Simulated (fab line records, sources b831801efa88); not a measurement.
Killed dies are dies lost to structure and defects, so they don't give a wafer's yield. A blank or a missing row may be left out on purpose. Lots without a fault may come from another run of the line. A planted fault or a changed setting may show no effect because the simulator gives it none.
fab line records | flow gf180mcu
record lots=5 wafers=15 last_day=34
route steps=602 shown M1@325 V1@335 M2@362
lots that met no fault: from a run of the same line without faults
start_h: hours from the record's first day to the start of the lot's first wafer shown | wait_h: hours since the lot's step before | " the same as in the row above | L1.1+2: a row that stands for several wafers | - no value, or no start given | * or withheld: withheld | < > ~ a bound
route shown NAME@n: a module of which the file shows steps, and the number in the route of the first | usual: mean/standard deviation of fault-free wafers | same: alike in all rows | chamber/n: place in a boat | sites: the reading at each site | _std_site: their standard deviation | _edge_site: outer sites' mean less inner sites' | radius_mm: how far each site lies from the wafer's centre | mask NAME#n: copy n | behind: the tool/chamber that last shaped the wafer | hold: why the lot was held/for how many hours/how that ended | device: the transistor (n, p or np) that didn't switch | end of line: the same wafers' tests at the end of the route | a step without rows: its recipe alone | killed: dies lost to structure and defects at the first sort, not the wafer's yield | map: a wafer's dies, x killed, . not, _ none there
set.NAME: the setting as run; set.NAME@STEP: as run at that earlier step | model.NAME: the simulator's own value behind a step, which no gauge read
lots at some steps of the route; a table a step, a row a wafer
services: from which hour (start_h, from the record's first day; less than 0 if before it) a tool's chamber was out of use, for how many hours, and why
## steps
# step GF_M1_SOFTBAKE_10
# recipe temp_c=130 time_s=60 resist=KrF
# columns lot.wafer tool chamber start_h wait_h
L078.3+4+5 litho_track-02 0 412.48 0.1
L080.1+3+5 litho_track-01 0 426.44 0.1
L084.1+2+3 litho_track-04 0 471.56 0.1
L095.1+2+6 litho_track-01 0 559.99 0.1
L096.1+3+5 litho_track-04 0 572.76 0.1
# step GF_M1_EXPOSE_11
# recipe mask_id=Metal1 target_cd_nm=230 na=0.68 source_shape=conventional sigma_outer=0.6 dose_mj=28
# columns lot.wafer tool chamber start_h wait_h mask
L078.3+4+5 krf_scanner-02 0 - - Metal1#0
L080.1+3+5 krf_scanner-02 0 - - Metal1#0
L084.1+2+3 krf_scanner-02 0 - - Metal1#0
L095.1+2+6 krf_scanner-02 0 - - Metal1#0
L096.1+3+5 krf_scanner-01 0 - - Metal1#0
# step GF_M1_PEB_12
# recipe peb_temp_c=135 peb_time_s=90 resist=KrF
# columns lot.wafer tool chamber start_h wait_h
L078.3+4+5 litho_track-01 0 - -
L080.1+3+5 litho_track-04 0 - -
L084.1+2+3 litho_track-01 0 - -
L095.1+2+6 litho_track-04 0 - -
L096.1+3+5 litho_track-01 0 - -
# step GF_M1_DEVELOP_13
# recipe develop_time_s=60 dev_temp_c=21
# columns lot.wafer tool chamber start_h wait_h
L078.3+4+5 litho_track-01 0 424.64 0.1
L080.1+3+5 litho_track-04 0 438.41 0.2
L084.1+2+3 litho_track-01 0 483.94 0.2
L095.1+2+6 litho_track-04 0 571.26 0.2
L096.1+3+5 litho_track-01 0 583.39 0.2
# step GF_M1_CD_MEAS_14
# recipe target_cd_nm=230
# usual cd_nm=230.3/1.2
# columns lot.wafer tool chamber start_h wait_h cd_nm
L078.3 cd_sem-02 - 424.78 0.1 231.3
L078.4 " - " " 231.8
L078.5 " - " " 230.6
L080.1 cd_sem-02 - 438.56 0.1 231.3
L080.3 " - " " 231.5
L080.5 " - " " 231.3
L084.1 cd_sem-02 - 484.09 0.1 229.6
L084.2 " - " " 229.3
L084.3 " - " " 229.4
L095.1 cd_sem-02 - 571.41 0.1 232.8
L095.2 " - " " 232.3
L095.6 " - " " 231.8
L096.1 cd_sem-01 - 583.54 0.1 229.4
L096.3 " - " " 229.8
L096.5 " - " " 229.9
# step GF_M1_OVL_MEAS_15
# usual M1_OVL=-2/5.7
# columns lot.wafer tool chamber start_h wait_h M1_OVL[nm]
L078.3 overlay-01 - 424.87 0.1 -3
L078.4 " - " " -6
L078.5 " - " " -4
L080.1 overlay-02 - 438.68 0.1 -3
L080.3 " - " " -10
L080.5 " - " " -7
L084.1 overlay-02 - 484.21 0.1 -3
L084.2 " - " " 4
L084.3 " - " " 7
L095.1 overlay-02 - 571.53 0.1 5
L095.2 " - " " -6
L095.6 " - " " -4
L096.1 overlay-01 - 583.66 0.1 -8
L096.3 " - " " -12
L096.5 " - " " -4
# step GF_M1_METAL_ETCH_16
# recipe chemistry=Cl2/BCl3 mask_material=KrF target_depth_nm=627.5 stop_on=SiO2 pressure_mtorr=8 icp_w=800 bias_w=140 Cl2_flow_sccm=80 bcl3_flow_sccm=40 time_s=104.6
# usual bias_w=140.0/0.4 drypump_motor_current_A=5.7/0.42 oes_product_au=0.970/0.007 throttle_valve_pct=28.252/0.011
# columns lot.wafer tool chamber start_h wait_h bias_w drypump_motor_current_A oes_product_au rf_hours_counter_h throttle_valve_pct
L078.3 rie_metal-03 1 424.94 0.1 140.3 5.1 0.970 - 28.240
L078.4 " 0 " " 140.6 5.5 0.963 - 28.258
L078.5 " 0 " " 140.7 5.5 0.968 - 28.257
L080.1 rie_metal-02 1 438.71 0.0 139.8 6.2 0.974 5 28.248
L080.3 " 1 " " 139.8 6.2 0.971 - 28.253
L080.5 " 1 " " 140.0 6.2 0.977 - 28.253
L084.1 rie_metal-02 0 484.25 0.0 139.8 5.4 0.978 10 28.248
L084.2 " 1 " " 139.4 6.2 0.978 6 28.239
L084.3 " 1 " " 139.8 6.2 0.968 - 28.250
L095.1 rie_metal-02 0 571.56 0.0 139.7 5.4 0.974 12 28.252
L095.2 " 0 " " 140.1 5.4 0.967 - 28.253
L095.6 " 0 " " 140.2 5.4 0.979 - 28.236
L096.1 rie_metal-02 1 583.70 0.0 139.8 6.2 0.975 8 28.248
L096.3 " 0 " " 140.0 5.4 0.967 - 28.250
L096.5 " 0 " " 140.0 5.4 0.975 - 28.237
# step GF_M1_STRIP_17
# recipe chemistry=O2/N2 power_w=1400 pressure_mtorr=1500 platen_temp_c=250 o2_flow_sccm=3000 n2_flow_sccm=300 overash_fraction=0.5
# usual drypump_motor_current_A=5.7/0.37 heater_power_w=334/14 oes_product_au=0.557/0.0049 strip_time_to_endpoint_s=7.86/0.04
# columns lot.wafer tool chamber start_h wait_h drypump_motor_current_A heater_power_w oes_product_au rf_hours_counter_h strip_time_to_endpoint_s
L078.3 plasma_asher-04 0 425.04 0.1 6.3 310 0.560 - 7.85
L078.4 " 1 " " 5.4 347 0.557 - 7.94
L078.5 " 0 " " 6.3 312 0.560 - 7.97
L080.1 plasma_asher-01 1 438.86 0.1 5.9 328 0.554 85 7.85
L080.3 " 1 " " 5.9 335 0.551 - 7.86
L080.5 " 1 " " 5.9 330 0.560 - 7.85
L084.1 plasma_asher-01 0 484.40 0.1 5.8 343 0.558 89 7.88
L084.2 " 1 " " 5.8 331 0.562 89 7.87
L084.3 " 1 " " 5.8 335 0.549 - 7.88
L095.1 plasma_asher-04 1 571.79 0.2 5.3 346 0.559 50 7.89
L095.2 " 0 " " 6.3 314 0.559 50 7.86
L095.6 " 1 " " 5.4 355 0.553 - 7.84
L096.1 plasma_asher-01 1 583.81 0.1 5.8 328 0.558 100 7.87
L096.3 " 0 " " 5.9 335 0.568 - 7.88
L096.5 " 0 " " 5.8 327 0.552 - 7.85
# step GF_M1_STRIP_18
# recipe chemistry=post_etch_residue_remover time_s=1200 temp_c=72.5
# columns lot.wafer tool chamber start_h wait_h
L078.3+4+5 wet_bench-03 3 425.11 0.0
L080.1+3+5 wet_bench-04 0 438.96 0.1
L084.1+2+3 wet_bench-01 2 484.50 0.1
L095.1+2+6 wet_bench-03 3 571.89 0.1
L096.1+3+5 wet_bench-03 2 583.91 0.1
# step GF_M1_CLEAN_19
# recipe chemistry=DIW dry=n2_spin
# columns lot.wafer tool chamber start_h wait_h
L078.3+4+5 wet_bench-04 3 425.45 0.0
L080.1+3+5 wet_bench-01 0 439.30 0.0
L084.1+2+3 wet_bench-03 0 484.84 0.0
L095.1+2+6 wet_bench-01 3 572.24 0.0
L096.1+3+5 wet_bench-04 3 584.25 0.0
# step GF_V1_CVD_00
# recipe material=SiO2 target_thk_nm=600 sigma_open_frac=0.3 temp_c=400 time_s=100 sih4_flow_sccm=60 pressure_mtorr=6
# columns lot.wafer tool chamber start_h wait_h
L078.3+4+5 hdpcvd-01 1,0,2 425.54 0.0
L080.1+3+5 hdpcvd-02 0,2,0 439.40 0.0
L084.1+2+3 hdpcvd-02 1,2,0 484.93 0.0
L095.1+2+6 hdpcvd-02 0,2,2 572.33 0.0
L096.1+3+5 hdpcvd-01 2,0,1 584.34 0.0
# step GF_V1_THK_MEAS_01
# recipe reads=SiO2_of_V1_CVD_00
# usual V1_CVD_00_THK=598/6.2
# columns lot.wafer tool chamber start_h wait_h V1_CVD_00_THK[nm]
L078.3 film_metro-02 - 425.64 0.1 604
L078.4 " - " " 596
L078.5 " - " " 606
L080.1 film_metro-03 - 439.47 0.0 600
L080.3 " - " " 594
L080.5 " - " " 597
L084.1 film_metro-03 - 485.00 0.0 603
L084.2 " - " " 599
L084.3 " - " " 599
L095.1 film_metro-01 - 572.41 0.0 600
L095.2 " - " " 593
L095.6 " - " " 595
L096.1 film_metro-01 - 584.41 0.0 595
L096.3 " - " " 582
L096.5 " - " " 598
# step GF_V1_CVD_02
# recipe material=SiO2 target_thk_nm=850 precursor=TEOS temp_c=400 time_s=94.851 rf_w=600
# usual heater_power_w=615/66
# columns lot.wafer tool chamber start_h wait_h heater_power_w
L078.3 pecvd-02 1 425.68 0.0 641
L078.4 " 1 " " 678
L078.5 " 2 " " 688
L080.1 pecvd-02 2 439.53 0.1 600
L080.3 " 1 " " 690
L080.5 " 2 " " 633
L084.1 pecvd-02 0 485.06 0.1 617
L084.2 " 2 " " 679
L084.3 " 1 " " 671
L095.1 pecvd-02 2 572.47 0.1 594
L095.2 " 0 " " 609
L095.6 " 2 " " 632
L096.1 pecvd-02 1 584.47 0.1 688
L096.3 " 0 " " 632
L096.5 " 1 " " 549
# step GF_V1_THK_MEAS_03
# recipe reads=SiO2_of_V1_CVD_02
# usual V1_CVD_02_THK=851/12
# columns lot.wafer tool chamber start_h wait_h V1_CVD_02_THK[nm]
L078.3 film_metro-01 - 425.76 0.1 849
L078.4 " - " " 853
L078.5 " - " " 866
L080.1 film_metro-02 - 439.60 0.0 858
L080.3 " - " " 844
L080.5 " - " " 865
L084.1 film_metro-01 - 485.13 0.0 846
L084.2 " - " " 851
L084.3 " - " " 838
L095.1 film_metro-03 - 572.53 0.0 841
L095.2 " - " " 843
L095.6 " - " " 857
L096.1 film_metro-03 - 584.54 0.0 830
L096.3 " - " " 835
L096.5 " - " " 840
# step GF_V1_CMP_04
# recipe material=SiO2 down_force_psi=4 platen_rpm=60 pad_velocity_m_s=0.94248
# usual motor_current_A=12.7/1.4 time_to_endpoint_s=78/5.8
# columns lot.wafer tool chamber start_h wait_h motor_current_A time_to_endpoint_s
L078.4 cmp-01 3 425.85 0.1 13.4 77
L078.3 " 0 " " 9.8 76
L078.5 " 2 " " 12.7 78
L080.3 cmp-01 1 439.76 0.1 13.2 73
L080.1 " 2 " " 14.5 80
L080.5 " 0 " " 9.6 86
L084.2 cmp-01 0 485.19 0.0 10.1 80
L084.3 " 1 " " 13.3 73
L084.1 " 3 " " 13.6 81
L095.1 cmp-02 1 572.64 0.1 14.4 69
L095.2 " 3 " " 12.3 78
L095.6 " 1 " " 13.6 75
L096.1 cmp-02 1 584.60 0.1 14.1 68
L096.3 " 0 " " 13.1 68
L096.5 " 1 " " 13.4 71
# step GF_V1_BOW_MEAS_05
# recipe mode=bow
# usual V1_BOW=82/8.4
# columns lot.wafer tool chamber start_h wait_h V1_BOW[um]
L078.3 film_metro-01 - 426.14 0.2 93
L078.4 " - " " 89
L078.5 " - " " 81
L080.1 film_metro-01 - 439.96 0.1 77
L080.3 " - " " 92
L080.5 " - " " 93
L084.1 film_metro-01 - 485.49 0.1 83
L084.2 " - " " 65
L084.3 " - " " 86
L095.1 film_metro-01 - 572.89 0.2 82
L095.2 " - " " 85
L095.6 " - " " 84
L096.1 film_metro-02 - 584.90 0.2 73
L096.3 " - " " 75
L096.5 " - " " 80
# step GF_V1_DEHYDRATE_06
# recipe temp_c=200 time_s=60
# columns lot.wafer tool chamber start_h wait_h
L078.3+4+5 litho_track-03 0 437.58 11.4
L080.1+3+5 litho_track-04 0 451.76 11.8
L084.1+2+3 litho_track-01 0 496.64 11.1
L095.1+2+6 litho_track-01 0 582.44 9.5
L096.1+3+5 litho_track-01 0 595.19 10.3
# step GF_V1_HMDS_07
# recipe prime_time_s=60 prime_temp_c=120
# columns lot.wafer tool chamber start_h wait_h
L078.3+4+5 litho_track-03 0 437.73 0.1
L080.1+3+5 litho_track-04 0 451.91 0.1
L084.1+2+3 litho_track-01 0 496.79 0.1
L095.1+2+6 litho_track-01 0 582.59 0.1
L096.1+3+5 litho_track-01 0 595.34 0.1
# step GF_V1_COAT_08
# recipe resist=BARC temp_c=withheld time_s=withheld spin_rpm=withheld resist_thk_nm=withheld
# columns lot.wafer tool chamber start_h wait_h
L078.3+4+5 litho_track-03 0 437.88 0.1
L080.1+3+5 litho_track-04 0 452.06 0.1
L084.1+2+3 litho_track-01 0 496.94 0.1
L095.1+2+6 litho_track-01 0 582.74 0.1
L096.1+3+5 litho_track-01 0 595.49 0.1
# step GF_V1_COAT_09
# recipe resist=KrF spin_rpm=withheld resist_thk_nm=1000
# columns lot.wafer tool chamber start_h wait_h
L078.3+4+5 litho_track-03 0 - -
L080.1+3+5 litho_track-04 0 - -
L084.1+2+3 litho_track-01 0 - -
L095.1+2+6 litho_track-01 0 - -
L096.1+3+5 litho_track-01 0 - -
# step GF_V1_SOFTBAKE_10
# recipe temp_c=130 time_s=60 resist=KrF
# columns lot.wafer tool chamber start_h wait_h
L078.3+4+5 litho_track-03 0 - -
L080.1+3+5 litho_track-04 0 - -
L084.1+2+3 litho_track-01 0 - -
L095.1+2+6 litho_track-01 0 - -
L096.1+3+5 litho_track-01 0 - -
# step GF_V1_EXPOSE_11
# recipe mask_id=Via1 target_cd_nm=260 na=0.68 source_shape=conventional sigma_outer=0.6 dose_mj=38
# columns lot.wafer tool chamber start_h wait_h mask
L078.3+4+5 krf_scanner-01 0 - - Via1#0
L080.1+3+5 krf_scanner-01 0 - - Via1#0
L084.1+2+3 krf_scanner-02 0 - - Via1#0
L095.1+2+6 krf_scanner-02 0 - - Via1#0
L096.1+3+5 krf_scanner-02 0 - - Via1#0
# step GF_V1_PEB_12
# recipe peb_temp_c=135 peb_time_s=90 resist=KrF
# columns lot.wafer tool chamber start_h wait_h
L078.3+4+5 litho_track-03 0 - -
L080.1+3+5 litho_track-03 0 - -
L084.1+2+3 litho_track-01 0 - -
L095.1+2+6 litho_track-04 0 - -
L096.1+3+5 litho_track-04 0 - -
# step GF_V1_DEVELOP_13
# recipe develop_time_s=60 resist=KrF dev_temp_c=21
# columns lot.wafer tool chamber start_h wait_h
L078.3+4+5 litho_track-03 0 450.13 0.1
L080.1+3+5 litho_track-03 0 463.38 0.2
L084.1+2+3 litho_track-01 0 508.39 0.2
L095.1+2+6 litho_track-04 0 593.80 0.2
L096.1+3+5 litho_track-04 0 606.00 0.2
# step GF_V1_CD_MEAS_14
# recipe target_cd_nm=260
# usual cd_nm=259.5/1.4
# columns lot.wafer tool chamber start_h wait_h cd_nm
L078.3 cd_sem-01 - 450.27 0.1 258.4
L078.4 " - " " 259.0
L078.5 " - " " 258.5
L080.1 cd_sem-01 - 463.53 0.1 260.4
L080.3 " - " " 260.4
L080.5 " - " " 259.6
L084.1 cd_sem-02 - 508.54 0.1 259.5
L084.2 " - " " 258.9
L084.3 " - " " 259.7
L095.1 cd_sem-01 - 593.95 0.1 259.5
L095.2 " - " " 260.4
L095.6 " - " " 259.3
L096.1 cd_sem-02 - 606.15 0.1 257.8
L096.3 " - " " 259.4
L096.5 " - " " 259.0
# step GF_V1_OVL_MEAS_15
# usual V1_OVL=0/5.6
# columns lot.wafer tool chamber start_h wait_h V1_OVL[nm]
L078.3 overlay-02 - 450.36 0.1 4
L078.4 " - " " 1
L078.5 " - " " 2
L080.1 overlay-01 - 463.65 0.1 -3
L080.3 " - " " -3
L080.5 " - " " -8
L084.1 overlay-01 - 508.66 0.1 9
L084.2 " - " " 2
L084.3 " - " " 3
L095.1 overlay-02 - 594.07 0.1 5
L095.2 " - " " -7
L095.6 " - " " -2
L096.1 overlay-02 - 606.27 0.1 12
L096.3 " - " " 19
L096.5 " - " " 18
# step GF_V1_ETCH_16
# recipe chemistry=N2/H2 target_depth_a=withheld overetch_a=withheld time_s=withheld target=BARC ion_energy_ev=200 source_w=500 bias_w=100 pressure_mtorr=30 n2_flow_sccm=100 h2_flow_sccm=200
# usual bias_w=100.0/0.32 drypump_motor_current_A=5.7/0.53 oes_product_au=0.854/0.0048 throttle_valve_pct=13.223/0.0089
# columns lot.wafer tool chamber start_h wait_h bias_w drypump_motor_current_A oes_product_au throttle_valve_pct
L078.3 rie_diel-03 2 450.38 0.0 100.2 5.8 0.852 13.228
L078.4 " 3 " " 99.9 4.6 0.858 13.208
L078.5 " 0 " " 100.5 5.7 0.856 13.206
L080.1 rie_diel-03 0 463.68 0.0 100.1 5.7 0.856 13.215
L080.3 " 3 " " 99.9 4.6 0.858 13.217
L080.5 " 2 " " 100.4 5.8 0.857 13.231
L084.1 rie_diel-03 0 508.70 0.0 100.2 5.7 0.851 13.223
L084.2 " 2 " " 100.3 5.8 0.859 13.217
L084.3 " 1 " " 99.6 6.2 0.858 13.219
L095.1 rie_diel-02 0 594.11 0.0 100.0 6.3 0.849 13.200
L095.2 " 3 " " 100.0 6.4 0.857 13.212
L095.6 " 0 " " 99.8 6.3 0.858 13.215
L096.1 rie_diel-03 1 606.31 0.0 99.5 6.2 0.845 13.227
L096.3 " 0 " " 99.8 5.7 0.855 13.232
L096.5 " 1 " " 99.9 6.2 0.861 13.231
# step GF_V1_ETCH_17
# recipe chemistry=C4F8/O2/Ar mask_material=KrF target=SiO2 stop_on=TiN source_w=1500 bias_w=1200 pressure_mtorr=40 c4f8_flow_sccm=withheld O2_flow_sccm=6 Ar_flow_sccm=300 time_s=withheld target_depth_a=6300
# usual bias_w=1200/3.6 oes_product_au=0.855/0.0044
# columns lot.wafer tool chamber start_h wait_h bias_w oes_product_au
L078.3 rie_diel-03 2 - - 1199 0.855
L078.4 " 3 " " 1201 0.855
L078.5 " 0 " " 1200 0.849
L080.1 rie_diel-03 0 - - 1205 0.854
L080.3 " 3 " " 1204 0.849
L080.5 " 2 " " 1201 0.856
L084.1 rie_diel-03 0 - - 1198 0.858
L084.2 " 2 " " 1198 0.856
L084.3 " 1 " " 1199 0.858
L095.1 rie_diel-02 0 - - 1197 0.854
L095.2 " 3 " " 1202 0.858
L095.6 " 0 " " 1196 0.856
L096.1 rie_diel-03 1 - - 1201 0.853
L096.3 " 0 " " 1197 0.859
L096.5 " 1 " " 1202 0.855
# step GF_V1_STRIP_18
# recipe chemistry=O2/N2 power_w=1400 pressure_mtorr=1500 platen_temp_c=250 o2_flow_sccm=3000 n2_flow_sccm=300 overash_fraction=0.5
# usual drypump_motor_current_A=5.6/0.47 heater_power_w=330/25 oes_product_au=0.592/0.0045
# columns lot.wafer tool chamber start_h wait_h drypump_motor_current_A heater_power_w oes_product_au rf_hours_counter_h
L078.3 plasma_asher-04 0 450.54 - 6.3 307 0.583 -
L078.4 " 1 " " 5.4 350 0.596 -
L078.5 " 0 " " 6.3 306 0.592 -
L080.1 plasma_asher-04 0 463.81 - 6.3 316 0.588 37
L080.3 " 1 " " 5.4 353 0.600 -
L080.5 " 1 " " 5.4 349 0.592 -
L084.1 plasma_asher-02 0 508.83 - 5.3 320 0.597 65
L084.2 " 1 " " 5.0 363 0.598 65
L084.3 " 0 " " 5.3 330 0.587 -
L095.1 plasma_asher-02 1 594.24 - 5.0 372 0.591 75
L095.2 " 0 " " 5.3 324 0.589 75
L095.6 " 0 " " 5.3 317 0.586 -
L096.1 plasma_asher-03 1 606.44 - 5.7 342 0.586 14
L096.3 " 1 " " 5.8 331 0.595 -
L096.5 " 1 " " 5.7 337 0.596 -
# step GF_V1_STRIP_19
# recipe chemistry=post_etch_residue_remover time_s=1200 temp_c=72.5
# columns lot.wafer tool chamber start_h wait_h
L078.3+4+5 wet_bench-02 0 450.61 0.0
L080.1+3+5 wet_bench-03 2 463.91 0.1
L084.1+2+3 wet_bench-03 2 508.93 0.1
L095.1+2+6 wet_bench-03 1 594.34 0.1
L096.1+3+5 wet_bench-03 3 606.54 0.1
# step GF_V1_CLEAN_20
# recipe chemistry=DIW dry=n2_spin
# columns lot.wafer tool chamber start_h wait_h
L078.3+4+5 wet_bench-01 2 450.95 0.0
L080.1+3+5 wet_bench-01 3 464.25 0.0
L084.1+2+3 wet_bench-02 0 509.27 0.0
L095.1+2+6 wet_bench-01 1 594.68 0.0
L096.1+3+5 wet_bench-01 0 606.88 0.0
# step GF_V1_SPUTTER_21
# recipe material=Ti target_thk_nm=15 chamber_pressure_pa=5 power_w=2500 substrate_temp_c=200 time_s=80.02
# usual throttle_valve_pct=30.1/1.1
# columns lot.wafer tool chamber start_h wait_h throttle_valve_pct
L078.3 pvd_sputter-02 - 451.04 0.0 31.1
L078.4 " - " " 30.7
L078.5 " - " " 30.4
L080.1 pvd_sputter-01 - 464.34 0.0 30.4
L080.3 " - " " 27.6
L080.5 " - " " 30.2
L084.1 pvd_sputter-02 - 509.37 0.0 30.6
L084.2 " - " " 31.6
L084.3 " - " " 29.4
L095.1 pvd_sputter-02 - 594.77 0.0 30.3
L095.2 " - " " 29.5
L095.6 " - " " 31.3
L096.1 pvd_sputter-01 - 606.98 0.0 28.0
L096.3 " - " " 30.2
L096.5 " - " " 28.0
# step GF_V1_SPUTTER_22
# recipe material=TiN target_thk_nm=10 chamber_pressure_pa=5 power_w=4000 time_s=40
# usual throttle_valve_pct=30.1/1.1
# columns lot.wafer tool chamber start_h wait_h throttle_valve_pct
L078.3 pvd_sputter-02 - 451.11 0.0 31.4
L078.4 " - " " 30.2
L078.5 " - " " 30.2
L080.1 pvd_sputter-01 - 464.40 0.0 30.5
L080.3 " - " " 28.0
L080.5 " - " " 30.3
L084.1 pvd_sputter-02 - 509.43 0.0 30.2
L084.2 " - " " 31.4
L084.3 " - " " 29.3
L095.1 pvd_sputter-02 - 594.83 0.0 30.5
L095.2 " - " " 29.5
L095.6 " - " " 31.4
L096.1 pvd_sputter-01 - 607.04 0.0 27.8
L096.3 " - " " 30.0
L096.5 " - " " 28.0
# step GF_V1_CVD_23
# recipe material=W target_thk_nm=350 time_s=105.05 temp_c=400 pressure_torr=40
# usual heater_power_w=904/98
# columns lot.wafer tool chamber start_h wait_h heater_power_w
L078.3 cvd_w-01 0 451.18 0.1 1011
L078.4 " 1 " " 819
L078.5 " 0 " " 1010
L080.1 cvd_w-01 0 464.44 0.0 1025
L080.3 " 1 " " 800
L080.5 " 0 " " 1037
L084.1 cvd_w-01 0 509.47 0.0 1005
L084.2 " 1 " " 835
L084.3 " 1 " " 835
L095.1 cvd_w-01 0 594.87 0.0 1019
L095.2 " 1 " " 839
L095.6 " 0 " " 1022
L096.1 cvd_w-01 0 607.08 0.0 1020
L096.3 " 1 " " 848
L096.5 " 1 " " 832
# step GF_V1_RS_MEAS_24
# recipe thk_meas_gauge=four-point-probe reads=W_of_V1_CVD_23+TiN_of_V1_SPUTTER_22+Ti_of_V1_SPUTTER_21
# usual V1_W_RS=0.326/0.0052
# columns lot.wafer tool chamber start_h wait_h V1_W_RS[ohm/sq]
L078.3 film_metro-01 - 451.30 0.1 0.323
L078.4 " - " " 0.321
L078.5 " - " " 0.327
L080.1 film_metro-03 - 464.56 0.1 0.326
L080.3 " - " " 0.321
L080.5 " - " " 0.326
L084.1 film_metro-01 - 509.58 0.1 0.328
L084.2 " - " " 0.322
L084.3 " - " " 0.320
L095.1 film_metro-01 - 594.99 0.1 0.330
L095.2 " - " " 0.320
L095.6 " - " " 0.321
L096.1 film_metro-01 - 607.19 0.1 0.328
L096.3 " - " " 0.318
L096.5 " - " " 0.318
# step GF_V1_THK_MEAS_25
# recipe thk_meas_gauge=xrf reads=W_of_V1_CVD_23
# usual V1_W_THK=343/7.1
# columns lot.wafer tool chamber start_h wait_h V1_W_THK[nm]
L078.3 film_metro-01 - 451.40 0.1 346
L078.4 " - " " 352
L078.5 " - " " 342
L080.1 film_metro-03 - 464.68 0.1 342
L080.3 " - " " 349
L080.5 " - " " 345
L084.1 film_metro-01 - 509.70 0.1 343
L084.2 " - " " 347
L084.3 " - " " 350
L095.1 film_metro-01 - 595.11 0.1 340
L095.2 " - " " 350
L095.6 " - " " 347
L096.1 film_metro-01 - 607.31 0.1 344
L096.3 " - " " 356
L096.5 " - " " 354
# step GF_V1_CMP_26
# recipe stop_on=SiO2 down_force_psi=3.5 platen_rpm=60 t_overpolish_s=15 target_thk_nm=0 pad_velocity_m_s=0.94248
# usual motor_current_A=11.7/1.2 overpolish_run_s=15.001/0.0092 time_to_endpoint_s=84/4.3
# columns lot.wafer tool chamber start_h wait_h motor_current_A overpolish_run_s time_to_endpoint_s
L078.3 cmp-02 3 451.44 0.0 11.6 14.987 90
L078.4 " 1 " " 12.9 14.991 77
L078.5 " 0 " " 11.4 14.989 83
L080.3 cmp-02 3 464.79 0.1 11.1 15.006 91
L080.1 " 0 " " 11.4 14.994 82
L080.5 " 3 " " 10.7 15.016 91
L084.3 cmp-02 2 509.76 0.0 12.4 14.997 88
L084.2 " 0 " " 12.0 14.999 84
L084.1 " 1 " " 12.3 15.005 81
L095.1 cmp-01 1 595.22 0.1 11.9 15.025 81
L095.2 " 3 " " 12.1 15.014 84
L095.6 " 1 " " 12.1 15.006 77
L096.1 cmp-02 2 607.42 0.1 13.3 15.010 84
L096.3 " 0 " " 11.9 15.012 81
L096.5 " 2 " " 12.4 15.011 87
# step GF_M2_SPUTTER_00
# recipe material=Ti target_thk_nm=37.5 arriving_ion_energy_ev=80 substrate_temp_c=200 chamber_pressure_pa=2 power_w=4000 time_s=150
# usual throttle_valve_pct=30.2/0.97
# columns lot.wafer tool chamber start_h wait_h throttle_valve_pct
L078.3 pvd_sputter-04 - 451.74 0.2 29.3
L078.4 " - " " 31.1
L078.5 " - " " 30.5
L080.1 pvd_sputter-04 - 465.04 0.1 29.1
L080.3 " - " " 29.1
L080.5 " - " " 29.3
L084.1 pvd_sputter-03 - 510.06 0.1 29.2
L084.2 " - " " 31.1
L084.3 " - " " 32.3
L095.1 pvd_sputter-03 - 595.47 0.2 32.2
L095.2 " - " " 29.1
L095.6 " - " " 29.2
L096.1 pvd_sputter-02 - 607.67 0.2 29.7
L096.3 " - " " 31.5
L096.5 " - " " 29.9
# step GF_M2_SPUTTER_01
# recipe material=TiN target_thk_nm=30 power_w=6500 time_s=25 chamber_pressure_pa=0.4
# usual throttle_valve_pct=30.2/0.99
# columns lot.wafer tool chamber start_h wait_h throttle_valve_pct
L078.3 pvd_sputter-04 - 451.84 0.1 29.1
L078.4 " - " " 31.1
L078.5 " - " " 30.5
L080.1 pvd_sputter-04 - 465.14 0.1 29.2
L080.3 " - " " 29.4
L080.5 " - " " 28.7
L084.1 pvd_sputter-03 - 510.16 0.1 29.2
L084.2 " - " " 31.2
L084.3 " - " " 32.1
L095.1 pvd_sputter-03 - 595.57 0.1 32.0
L095.2 " - " " 29.2
L095.6 " - " " 29.0
L096.1 pvd_sputter-02 - 607.77 0.1 29.9
L096.3 " - " " 31.3
L096.5 " - " " 30.2
# step GF_M2_SPUTTER_02
# recipe material=AlCu target_thk_nm=450 power_w=10600 time_s=23.9 chamber_pressure_pa=0.4
# usual throttle_valve_pct=30.2/0.98
# columns lot.wafer tool chamber start_h wait_h throttle_valve_pct
L078.3 pvd_sputter-04 - 451.87 0.0 29.0
L078.4 " - " " 31.2
L078.5 " - " " 30.3
L080.1 pvd_sputter-04 - 465.17 0.0 29.4
L080.3 " - " " 29.1
L080.5 " - " " 28.9
L084.1 pvd_sputter-03 - 510.19 0.0 29.1
L084.2 " - " " 30.8
L084.3 " - " " 32.3
L095.1 pvd_sputter-03 - 595.60 0.0 32.3
L095.2 " - " " 29.2
L095.6 " - " " 29.4
L096.1 pvd_sputter-02 - 607.80 0.0 29.6
L096.3 " - " " 31.4
L096.5 " - " " 30.0
# step GF_M2_SPUTTER_03
# recipe material=Ti target_thk_nm=10 substrate_temp_c=300 chamber_pressure_pa=0.3 power_w=3000 time_s=6.7
# usual throttle_valve_pct=30.2/1
# columns lot.wafer tool chamber start_h wait_h throttle_valve_pct
L078.3 pvd_sputter-04 - 451.90 0.0 28.9
L078.4 " - " " 31.3
L078.5 " - " " 30.1
L080.1 pvd_sputter-04 - 465.20 0.0 29.5
L080.3 " - " " 28.9
L080.5 " - " " 29.1
L084.1 pvd_sputter-03 - 510.22 0.0 29.3
L084.2 " - " " 31.1
L084.3 " - " " 32.3
L095.1 pvd_sputter-03 - 595.63 0.0 32.4
L095.2 " - " " 29.3
L095.6 " - " " 29.2
L096.1 pvd_sputter-02 - 607.83 0.0 29.7
L096.3 " - " " 31.0
L096.5 " - " " 29.4
## services
# columns tool chamber start_h hours kind
cvd_w-01 0 417.64 6.3 repair
rie_diel-03 - 418.10 14.6 pm
krf_scanner-02 - 428.41 1.3 pm
cvd_w-01 - 434.24 6.9 pm
krf_scanner-02 - 434.83 4.0 pm
rie_diel-03 1 446.52 4.5 repair
pecvd-02 - 482.84 1.0 repair
cmp-02 - 497.30 5.1 pm
rie_diel-03 3 507.05 2.3 repair
rie_diel-03 1 524.85 4.0 repair
krf_scanner-02 - 530.11 1.0 pm
rie_diel-03 2 532.87 9.1 repair
pvd_sputter-03 - 539.28 3.2 repair
krf_scanner-02 - 543.99 0.8 pm
cmp-02 - 545.68 3.1 repair
pvd_sputter-04 - 546.96 13.0 repair
pvd_sputter-04 - 551.38 47.9 repair
pvd_sputter-02 - 557.02 1.4 repair
cvd_w-01 1 561.18 21.2 repair
cmp-02 - 573.54 4.0 pm
pecvd-02 - 591.12 14.0 pm
wet_bench-03 - 591.91 1.9 pm
pvd_sputter-04 - 603.04 1.2 repair
krf_scanner-02 - 604.31 1.3 pm
## key
fault none
